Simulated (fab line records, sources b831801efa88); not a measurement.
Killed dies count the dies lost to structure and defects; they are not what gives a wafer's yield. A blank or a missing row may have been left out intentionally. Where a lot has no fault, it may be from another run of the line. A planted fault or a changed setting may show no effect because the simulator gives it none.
A lot that was struck, set against a sound lot | flow sky130 | 17 steps out of a route of 708
Sound: the wafers L833.3, L833.4, L833.5. Wafers L832.3, L832.4, L832.6 were the ones struck. The cause is named last.
Each step with rows lists, per side, the tool, then ch with its chambers, then its first start. Under that, the readings that differ: sound wafers | struck wafers | difference of the means | sigmas: that difference in standard deviations of wafers without a fault.
alike: readings with means less than 2 such deviations apart, plus words and numbers identical on both sides. not compared: withheld readings, readings lacking a value on some wafer, bounds such as >300 that could conceal the same value, and numbers that have no deviation in the record and whose values overlap.
A row with sigmas, a row that says differs or no value, or rows on one side alone: a step with any of these is where the two part. Numbers that don't overlap but have no deviation are shown without sigmas and don't part them. A reading missing from all wafers of one side parts the sides only when that side holds two or more wafers.

SKY_LDD_HVN_OVL_MEAS_07:
  struck on overlay-01, day 26 17:56; sound on overlay-02, day 27 10:44
  alike: LDD_HVN_OVL
after that, 1 step had no rows for these wafers: SKY_LDD_HVN_IMPLANT_08.
SKY_LDD_HVN_STRIP_09: strips in O2/N2.
  sound on plasma_asher-03 ch 0,1, day 27 10:56; struck on plasma_asher-04 ch 0,1, day 26 18:08
  alike: drypump_motor_current_A, oes_product_au, strip_time_to_endpoint_s
  not compared: rf_hours_counter_h
SKY_LDD_HVN_TW_MEAS_10:
  struck on film_metro-03, day 26 18:13; sound on film_metro-04, day 27 11:01
  alike: LDD_HVN_TW
then, 7 steps without rows for these wafers: SKY_LDD_HVP_DEHYDRATE_00 (time 60 s); SKY_LDD_HVP_HMDS_01 (prime time 60 s); SKY_LDD_HVP_COAT_02 (resist thk 300 nm); SKY_LDD_HVP_SOFTBAKE_03 (time 60 s); SKY_LDD_HVP_EXPOSE_04 (exposes mask HVPTM, target cd 700 nm); SKY_LDD_HVP_PEB_05; SKY_LDD_HVP_DEVELOP_06 (develop time 60 s).
SKY_LDD_HVP_OVL_MEAS_07:
  struck on overlay-01, day 27 23:02; sound on overlay-02, day 28 15:38
  alike: LDD_HVP_OVL
SKY_LDD_HVP_IMPLANT_08:
  sound on implanter-01 ch 0, day 28 15:42; struck on implanter-02 ch 0, day 27 23:06
  reading            | sound                | struck              | difference | sigmas
  tilt_deg (degrees) | 17.891 17.878 17.912 | -0.017 -0.008 0.000 | -17.902    | -99 or more
SKY_LDD_HVP_STRIP_09: strips in O2/N2.
  sound on plasma_asher-03 ch 0,1, day 28 15:50; struck on plasma_asher-03 ch 0,1, day 27 23:14
  reading               | sound             | struck            | difference | sigmas
  oes_product_au (a.u.) | 0.406 0.398 0.407 | 0.419 0.409 0.413 | +0.010     | +2
  alike: drypump_motor_current_A, strip_time_to_endpoint_s
  not compared: rf_hours_counter_h
SKY_LDD_HVP_TW_MEAS_10:
  struck on film_metro-02, day 27 23:19; sound on film_metro-02, day 28 15:55
  reading    | sound       | struck      | difference | sigmas
  LDD_HVP_TW | 457 456 454 | 405 405 406 | -50        | -13
then, 1 step without rows for these wafers: SKY_LDD_LDN_DEHYDRATE_00 (time 60 s).
-- here the record skips 22 days between the struck wafers' starts before and after, leaving off in module LDD_LDN and picking up in module PAD_OPEN (first step shown: number 708 of the route) --
SKY_PAD_OPEN_PROBE_99:
  struck on prober-02, day 50 01:29; sound on prober-01, day 50 08:05
  reading                        | sound          | struck         | difference | sigmas
  model.etest.tip_p_5v.rs_ohm_sq | 2850 2852 2843 | 2664 2687 2689 | -168       |
  alike: killed_at_M0_to_M3, killed_at_M4_up, killed_at_contacts, killed_at_front_end, killed_at_other, killed_dies, killed_open, killed_short

## WHERE THEY PART
Last at SKY_LDD_HVP_TW_MEAS_10 as far as this record goes, first at SKY_LDD_HVP_IMPLANT_08. Later steps at which nothing parts them and some readings are alike: SKY_PAD_OPEN_PROBE_99.

WHY: what the simulator had put in
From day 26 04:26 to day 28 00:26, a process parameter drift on implanter-02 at SKY_LDD_HVP_IMPLANT_08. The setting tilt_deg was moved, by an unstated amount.
